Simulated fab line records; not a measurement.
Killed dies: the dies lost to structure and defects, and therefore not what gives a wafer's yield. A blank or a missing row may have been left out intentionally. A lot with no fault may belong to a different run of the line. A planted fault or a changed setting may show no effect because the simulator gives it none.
The tool behind it: which one? || flow gf180mcu || 13 lots, 39 wafers sampled, at 4 steps of a route of 602

## WHAT THE GAUGES SHOWED, per wafer
GF_V4_CD_MEAS_14 targets a cd of 260 nm. Usual: 260.5 nm for cdNm, sd 1.3.
{"lot": "L972", "measured": "day 24 08:03", "on": "cdSem-02", "cdNm (nm)": "261.0 262.1 261.3", "flag": ""}
{"lot": "L973", "measured": "day 24 18:25", "on": "cdSem-01", "cdNm (nm)": "260.1 261.7 260.3", "flag": ""}
{"lot": "L974", "measured": "day 25 06:10", "on": "cdSem-01", "cdNm (nm)": "260.7 260.5 259.8", "flag": ""}
{"lot": "L975", "measured": "day 25 10:11", "on": "cdSem-02", "cdNm (nm)": "260.9 262.1 262.8", "flag": ""}
{"lot": "L978", "measured": "day 26 11:10", "on": "cdSem-02", "cdNm (nm)": "258.6 259.4 259.4", "flag": ""}
{"lot": "L982", "measured": "day 28 02:08", "on": "cdSem-01", "cdNm (nm)": "260.8 260.3 260.3", "flag": ""}
{"lot": "L984", "measured": "day 28 11:22", "on": "cdSem-02", "cdNm (nm)": "258.6 260.1 260.6", "flag": ""}
{"lot": "L983", "measured": "day 28 11:44", "on": "cdSem-01", "cdNm (nm)": "258.7 259.5 258.9", "flag": ""}
{"lot": "L986", "measured": "day 29 03:58", "on": "cdSem-02", "cdNm (nm)": "258.3 258.9 258.9", "flag": ""}
{"lot": "L987", "measured": "day 29 13:38", "on": "cdSem-01", "cdNm (nm)": "259.5 261.2 260.1", "flag": ""}
{"lot": "L991", "measured": "day 30 06:17", "on": "cdSem-02", "cdNm (nm)": "261.6 260.6 261.0", "flag": ""}
{"lot": "L994", "measured": "day 31 02:16", "on": "cdSem-01", "cdNm (nm)": "262.8 262.1 261.8", "flag": ""}
{"lot": "L995", "measured": "day 31 08:28", "on": "cdSem-01", "cdNm (nm)": "258.9 258.5 258.9", "flag": ""}

## WHICH TOOL RAN EACH LOT (tool, then ch and the chambers of the sampled wafers, then the start)
{"lot": "L972", "GF_M2_SPUTTER_02": "pvdSputter-04, day 18 02:19", "GF_M3_SPUTTER_00": "pvdSputter-04, day 20 06:34", "GF_M3_SPUTTER_01": "pvdSputter-04, day 20 06:40"}
{"lot": "L973", "GF_M2_SPUTTER_02": "pvdSputter-01, day 18 13:32", "GF_M3_SPUTTER_00": "pvdSputter-04, day 20 17:28", "GF_M3_SPUTTER_01": "pvdSputter-04, day 20 17:34"}
{"lot": "L974", "GF_M2_SPUTTER_02": "pvdSputter-03, day 19 03:12", "GF_M3_SPUTTER_00": "pvdSputter-04, day 21 06:21", "GF_M3_SPUTTER_01": "pvdSputter-04, day 21 06:27"}
{"lot": "L975", "GF_M2_SPUTTER_02": "pvdSputter-04, day 19 07:04", "GF_M3_SPUTTER_00": "pvdSputter-04, day 21 10:58", "GF_M3_SPUTTER_01": "pvdSputter-04, day 21 11:04"}
{"lot": "L978", "GF_M2_SPUTTER_02": "pvdSputter-01, day 20 11:41", "GF_M3_SPUTTER_00": "pvdSputter-04, day 22 14:31", "GF_M3_SPUTTER_01": "pvdSputter-04, day 22 14:37"}
{"lot": "L982", "GF_M2_SPUTTER_02": "pvdSputter-01, day 22 09:42", "GF_M3_SPUTTER_00": "pvdSputter-04, day 24 09:47", "GF_M3_SPUTTER_01": "pvdSputter-04, day 24 09:53"}
{"lot": "L984", "GF_M2_SPUTTER_02": "pvdSputter-04, day 22 21:57", "GF_M3_SPUTTER_00": "pvdSputter-03, day 24 21:32", "GF_M3_SPUTTER_01": "pvdSputter-03, day 24 21:38"}
{"lot": "L983", "GF_M2_SPUTTER_02": "pvdSputter-01, day 22 22:24", "GF_M3_SPUTTER_00": "pvdSputter-04, day 24 22:01", "GF_M3_SPUTTER_01": "pvdSputter-04, day 24 22:07"}
{"lot": "L986", "GF_M2_SPUTTER_02": "pvdSputter-03, day 23 15:53", "GF_M3_SPUTTER_00": "pvdSputter-04, day 25 14:35", "GF_M3_SPUTTER_01": "pvdSputter-04, day 25 14:41"}
{"lot": "L987", "GF_M2_SPUTTER_02": "pvdSputter-03, day 24 03:46", "GF_M3_SPUTTER_00": "pvdSputter-04, day 26 02:34", "GF_M3_SPUTTER_01": "pvdSputter-04, day 26 02:40"}
{"lot": "L991", "GF_M2_SPUTTER_02": "pvdSputter-03, day 24 23:37", "GF_M3_SPUTTER_00": "pvdSputter-04, day 26 21:00", "GF_M3_SPUTTER_01": "pvdSputter-04, day 26 21:06"}
{"lot": "L994", "GF_M2_SPUTTER_02": "pvdSputter-01, day 25 22:31", "GF_M3_SPUTTER_00": "pvdSputter-04, day 27 18:40", "GF_M3_SPUTTER_01": "pvdSputter-04, day 27 18:46"}
{"lot": "L995", "GF_M2_SPUTTER_02": "pvdSputter-03, day 26 07:35", "GF_M3_SPUTTER_00": "pvdSputter-04, day 28 02:49", "GF_M3_SPUTTER_01": "pvdSputter-04, day 28 02:55"}
- GF_M2_SPUTTER_02: material AlCu, target thk 450 nm, time 23.9 s.
- GF_M3_SPUTTER_00: material Ti, target thk 37.5 nm, time 150 s.
- GF_M3_SPUTTER_01: material TiN, target thk 30 nm, time 25 s.

## AS READ BY THE TOOLS THEMSELVES (means over the sampled wafers that have a number; for cases with no such wafer, the mark the record gives instead)
GF_M2_SPUTTER_02. Usual: cathodeDcPowerW 10600 W, standard deviation 1.9; throttleValvePct 29.8 %, standard deviation 1.
{"lot": "L972", "tool": "pvdSputter-04", "cathodeDcPowerW (W)": 10601, "throttleValvePct (%)": 29.6, "flag": ""}
{"lot": "L973", "tool": "pvdSputter-01", "cathodeDcPowerW (W)": 10601, "throttleValvePct (%)": 29.5, "flag": ""}
{"lot": "L974", "tool": "pvdSputter-03", "cathodeDcPowerW (W)": 10601, "throttleValvePct (%)": 29.0, "flag": ""}
{"lot": "L975", "tool": "pvdSputter-04", "cathodeDcPowerW (W)": 10601, "throttleValvePct (%)": 29.7, "flag": ""}
{"lot": "L978", "tool": "pvdSputter-01", "cathodeDcPowerW (W)": 10601, "throttleValvePct (%)": 29.5, "flag": ""}
{"lot": "L982", "tool": "pvdSputter-01", "cathodeDcPowerW (W)": 10600, "throttleValvePct (%)": 30.0, "flag": ""}
{"lot": "L984", "tool": "pvdSputter-04", "cathodeDcPowerW (W)": 10601, "throttleValvePct (%)": 29.7, "flag": ""}
{"lot": "L983", "tool": "pvdSputter-01", "cathodeDcPowerW (W)": 10599, "throttleValvePct (%)": 30.0, "flag": ""}
{"lot": "L986", "tool": "pvdSputter-03", "cathodeDcPowerW (W)": 10601, "throttleValvePct (%)": 29.5, "flag": ""}
{"lot": "L987", "tool": "pvdSputter-03", "cathodeDcPowerW (W)": 10601, "throttleValvePct (%)": 29.7, "flag": ""}
{"lot": "L991", "tool": "pvdSputter-03", "cathodeDcPowerW (W)": 10597, "throttleValvePct (%)": 29.2, "flag": ""}
{"lot": "L994", "tool": "pvdSputter-01", "cathodeDcPowerW (W)": 10599, "throttleValvePct (%)": 29.5, "flag": ""}
{"lot": "L995", "tool": "pvdSputter-03", "cathodeDcPowerW (W)": 10599, "throttleValvePct (%)": 29.0, "flag": ""}

GF_M3_SPUTTER_00. Usual: cathodeDcPowerW 4000.2 W, standard deviation 0.7; throttleValvePct 29.6 %, standard deviation 0.7.
{"lot": "L972", "tool": "pvdSputter-04", "cathodeDcPowerW (W)": 4000.6, "throttleValvePct (%)": 29.5, "flag": ""}
{"lot": "L973", "tool": "pvdSputter-04", "cathodeDcPowerW (W)": 4000.5, "throttleValvePct (%)": 29.5, "flag": ""}
{"lot": "L974", "tool": "pvdSputter-04", "cathodeDcPowerW (W)": 4000.7, "throttleValvePct (%)": 29.5, "flag": ""}
{"lot": "L975", "tool": "pvdSputter-04", "cathodeDcPowerW (W)": 3999.7, "throttleValvePct (%)": 29.7, "flag": ""}
{"lot": "L978", "tool": "pvdSputter-04", "cathodeDcPowerW (W)": 3999.4, "throttleValvePct (%)": 29.5, "flag": ""}
{"lot": "L982", "tool": "pvdSputter-04", "cathodeDcPowerW (W)": 3999.8, "throttleValvePct (%)": 29.6, "flag": ""}
{"lot": "L984", "tool": "pvdSputter-03", "cathodeDcPowerW (W)": 4000.4, "throttleValvePct (%)": 29.8, "flag": ""}
{"lot": "L983", "tool": "pvdSputter-04", "cathodeDcPowerW (W)": 4000.2, "throttleValvePct (%)": 29.8, "flag": ""}
{"lot": "L986", "tool": "pvdSputter-04", "cathodeDcPowerW (W)": 4000.2, "throttleValvePct (%)": 29.4, "flag": ""}
{"lot": "L987", "tool": "pvdSputter-04", "cathodeDcPowerW (W)": 3999.5, "throttleValvePct (%)": 29.6, "flag": ""}
{"lot": "L991", "tool": "pvdSputter-04", "cathodeDcPowerW (W)": 4000.5, "throttleValvePct (%)": 29.4, "flag": ""}
{"lot": "L994", "tool": "pvdSputter-04", "cathodeDcPowerW (W)": 4000.2, "throttleValvePct (%)": 29.6, "flag": ""}
{"lot": "L995", "tool": "pvdSputter-04", "cathodeDcPowerW (W)": 4000.3, "throttleValvePct (%)": 29.6, "flag": ""}

GF_M3_SPUTTER_01. Usual: cathodeDcPowerW 6500.2 W, standard deviation 1.3; throttleValvePct 29.6 %, standard deviation 0.7.
{"lot": "L972", "tool": "pvdSputter-04", "cathodeDcPowerW (W)": 6499.8, "throttleValvePct (%)": 29.6, "flag": ""}
{"lot": "L973", "tool": "pvdSputter-04", "cathodeDcPowerW (W)": 6501.0, "throttleValvePct (%)": 29.3, "flag": ""}
{"lot": "L974", "tool": "pvdSputter-04", "cathodeDcPowerW (W)": 6500.9, "throttleValvePct (%)": 29.3, "flag": ""}
{"lot": "L975", "tool": "pvdSputter-04", "cathodeDcPowerW (W)": 6500.7, "throttleValvePct (%)": 29.6, "flag": ""}
{"lot": "L978", "tool": "pvdSputter-04", "cathodeDcPowerW (W)": 6501.6, "throttleValvePct (%)": 29.6, "flag": ""}
{"lot": "L982", "tool": "pvdSputter-04", "cathodeDcPowerW (W)": 6500.0, "throttleValvePct (%)": 29.4, "flag": ""}
{"lot": "L984", "tool": "pvdSputter-03", "cathodeDcPowerW (W)": 6499.1, "throttleValvePct (%)": 29.7, "flag": ""}
{"lot": "L983", "tool": "pvdSputter-04", "cathodeDcPowerW (W)": 6499.2, "throttleValvePct (%)": 29.7, "flag": ""}
{"lot": "L986", "tool": "pvdSputter-04", "cathodeDcPowerW (W)": 6499.7, "throttleValvePct (%)": 29.6, "flag": ""}
{"lot": "L987", "tool": "pvdSputter-04", "cathodeDcPowerW (W)": 6500.0, "throttleValvePct (%)": 29.6, "flag": ""}
{"lot": "L991", "tool": "pvdSputter-04", "cathodeDcPowerW (W)": 6500.4, "throttleValvePct (%)": 29.5, "flag": ""}
{"lot": "L994", "tool": "pvdSputter-04", "cathodeDcPowerW (W)": 6499.3, "throttleValvePct (%)": 29.5, "flag": ""}
{"lot": "L995", "tool": "pvdSputter-04", "cathodeDcPowerW (W)": 6500.2, "throttleValvePct (%)": 29.8, "flag": ""}

## THE ANSWER, worked out from the rows above alone
Rule: a lot is off if the mean of its wafers that have a number lies more than 3 standard deviations from the usual mean. A lot without any number at a reading at which 4 lots or more have one is off too. The other lots that the step has rows for count as sound. The gauges are gone through in route order, then the tools' own readings, and for those a lot's mean is taken as printed above. The first step at which some lot is off is used, and at that step the reading that is off furthest; a lot without a number counts as furthest.
Nothing can be told from this: no lot is off at any reading shown.

## WHAT HAD BEEN PUT IN BY THE SIMULATOR
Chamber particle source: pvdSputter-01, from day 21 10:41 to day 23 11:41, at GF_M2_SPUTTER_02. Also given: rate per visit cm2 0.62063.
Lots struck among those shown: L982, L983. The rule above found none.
